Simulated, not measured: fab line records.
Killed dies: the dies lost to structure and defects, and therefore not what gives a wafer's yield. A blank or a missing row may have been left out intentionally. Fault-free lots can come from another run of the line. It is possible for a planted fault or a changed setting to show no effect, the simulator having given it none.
Which tool was responsible? | flow gf180mcu | Sampling: 10 lots, 30 wafers, 5 of 602 route steps

WHAT EACH GAUGE READ, for each wafer
GF_M4_OVL_MEAS_15.
lot  | measured     | on         | M4_OVL (nm)
L715 | day 23 21:53 | overlay-01 | 4 -3 4
L717 | day 24 17:24 | overlay-01 | 10 10 5
L719 | day 25 17:49 | overlay-01 | 1 5 8
L720 | day 26 06:21 | overlay-02 | 2 -2 -2
L723 | day 26 21:05 | overlay-01 | 10 3 -5
L726 | day 27 20:12 | overlay-01 | 11 8 11
L731 | day 29 04:44 | overlay-02 | -6 -3 4
L730 | day 29 05:26 | overlay-01 | -2 1 7
L733 | day 29 21:43 | overlay-01 | 4 7 12
L736 | day 30 11:41 | overlay-01 | -6 -4 7

GF_V4_THK_MEAS_03.
lot  | measured     | on            | V4_CVD_02_THK (nm)
L715 | day 23 22:47 | film_metro-01 | 855 854 857
L717 | day 24 18:17 | film_metro-04 | 847 847 865
L719 | day 25 18:42 | film_metro-02 | 842 830 841
L720 | day 26 07:21 | film_metro-01 | 852 852 874
L723 | day 26 22:01 | film_metro-01 | 832 839 842
L726 | day 27 21:08 | film_metro-01 | 826 838 844
L731 | day 29 05:38 | film_metro-02 | 851 863 861
L730 | day 29 06:20 | film_metro-01 | 841 836 856
L733 | day 29 23:02 | film_metro-01 | 857 852 852
L736 | day 30 12:37 | film_metro-04 | 848 855 845

GF_V4_RS_MEAS_24: uses a four-point probe to measure.
lot  | measured     | on            | V4_W_RS (ohm/sq)
L715 | day 24 22:56 | film_metro-01 | 0.317 0.327 0.327
L717 | day 25 18:06 | film_metro-01 | 0.319 0.328 0.317
L719 | day 26 17:38 | film_metro-02 | 0.315 0.330 0.330
L720 | day 27 05:58 | film_metro-02 | 0.319 0.316 0.336
L723 | day 27 20:29 | film_metro-01 | 0.314 0.314 0.313
L726 | day 28 18:20 | film_metro-01 | 0.386 0.377 0.393 0.388 0.376 0.393
L731 | day 30 02:20 | film_metro-04 | 0.331 0.333 0.331
L730 | day 30 02:53 | film_metro-01 | 0.383 0.397 0.381 0.382 0.395 0.381
L733 | day 30 19:18 | film_metro-02 | 0.333 0.325 0.330
L736 | day 31 09:08 | film_metro-02 | 0.335 0.337 0.338

GF_V4_THK_MEAS_25: measures by xrf.
lot  | measured     | on            | V4_W_THK (nm)
L715 | day 24 23:04 | film_metro-01 | 369 357 355
L717 | day 25 18:13 | film_metro-01 | 367 355 368
L719 | day 26 17:46 | film_metro-02 | 377 358 359
L720 | day 27 06:04 | film_metro-02 | 372 377 354
L723 | day 27 20:37 | film_metro-01 | 370 372 372
L726 | day 28 23:56 | film_metro-01 | 303 311 297 302 310 296
L731 | day 30 02:28 | film_metro-04 | 357 358 358
L730 | day 30 06:00 | film_metro-01 | 304 294 307 305 295 309
L733 | day 30 19:23 | film_metro-02 | 357 364 361
L736 | day 31 09:14 | film_metro-02 | 353 351 351

EACH LOT AND THE TOOL THAT RAN IT (in order: tool; ch and the chambers of the sampled wafers; start)
lot  | GF_V4_CVD_23
L715 | cvd_w-02 ch 0,1, day 24 22:50
L717 | cvd_w-02 ch 0,1, day 25 17:58
L719 | cvd_w-02 ch 0,1, day 26 17:32
L720 | cvd_w-02 ch 0,1, day 27 05:50
L723 | cvd_w-02 ch 1, day 27 20:23
L726 | cvd_w-02 ch 0,1, day 28 18:14
L731 | cvd_w-01 ch 0, day 30 02:14
L730 | cvd_w-02 ch 0,1, day 30 02:47
L733 | cvd_w-01 ch 0,1, day 30 19:10
L736 | cvd_w-01 ch 0,1, day 31 09:01
- GF_V4_CVD_23: deposits W, target thk 350 nm, time 104.9 s.

AS READ BY THE TOOLS THEMSELVES (means over the sampled wafers that have a number; for cases with no such wafer, the mark the record gives instead)
GF_V4_CVD_23.
lot  | tool     | heater_power_w (W) | susceptor_temp_C (C)
L715 | cvd_w-02 | 843                | 399.92
L717 | cvd_w-02 | 825                | 399.89
L719 | cvd_w-02 | 842                | 400.02
L720 | cvd_w-02 | 816                | 400.00
L723 | cvd_w-02 | 795                | 399.81
L726 | cvd_w-02 | 833                | 399.95
L731 | cvd_w-01 | 944                | 399.79
L730 | cvd_w-02 | 828                | 399.79
L733 | cvd_w-01 | 850                | 400.10
L736 | cvd_w-01 | 846                | 400.43

THE ANSWER, worked out from the rows above alone
Rule: the usual values come from the lots themselves. The widest of any qualifying gaps counts: lots, ordered by their means at a reading, are off when they make up no more than a third of the lots, leave a main group of 4 or more, and stand apart from it by 3 or more times the standard deviation of that group's means. The tables above print the reading to a certain number of digits; a main group whose means all agree to those digits is not used. A lot without any number at a reading at which 4 lots or more have one is off too. Any other lot the step has rows for is counted as sound. Order of review: gauges by route order, followed by the tools' own readings, for which a lot's mean as printed above is used. At the first step where some lot is off, the reading lying furthest off is the one used; lots without a number count as furthest.
Off: L726, L730, seen at GF_V4_RS_MEAS_24 (V4_W_RS). For the main group the mean is 0.326 ohm/sq and the standard deviation 0.0065.
A tool fits if, at a process step before that reading, it ran every lot that is off, and no sound lot after the first of them. Those tools and the gauges at GF_V4_RS_MEAS_24 are tried in the same way. 2 tools fit, cvd_w-02 at GF_V4_CVD_23 and film_metro-01 at GF_V4_RS_MEAS_24, so this cannot tell which one it is.

WHAT THE SIMULATOR HAD PUT IN
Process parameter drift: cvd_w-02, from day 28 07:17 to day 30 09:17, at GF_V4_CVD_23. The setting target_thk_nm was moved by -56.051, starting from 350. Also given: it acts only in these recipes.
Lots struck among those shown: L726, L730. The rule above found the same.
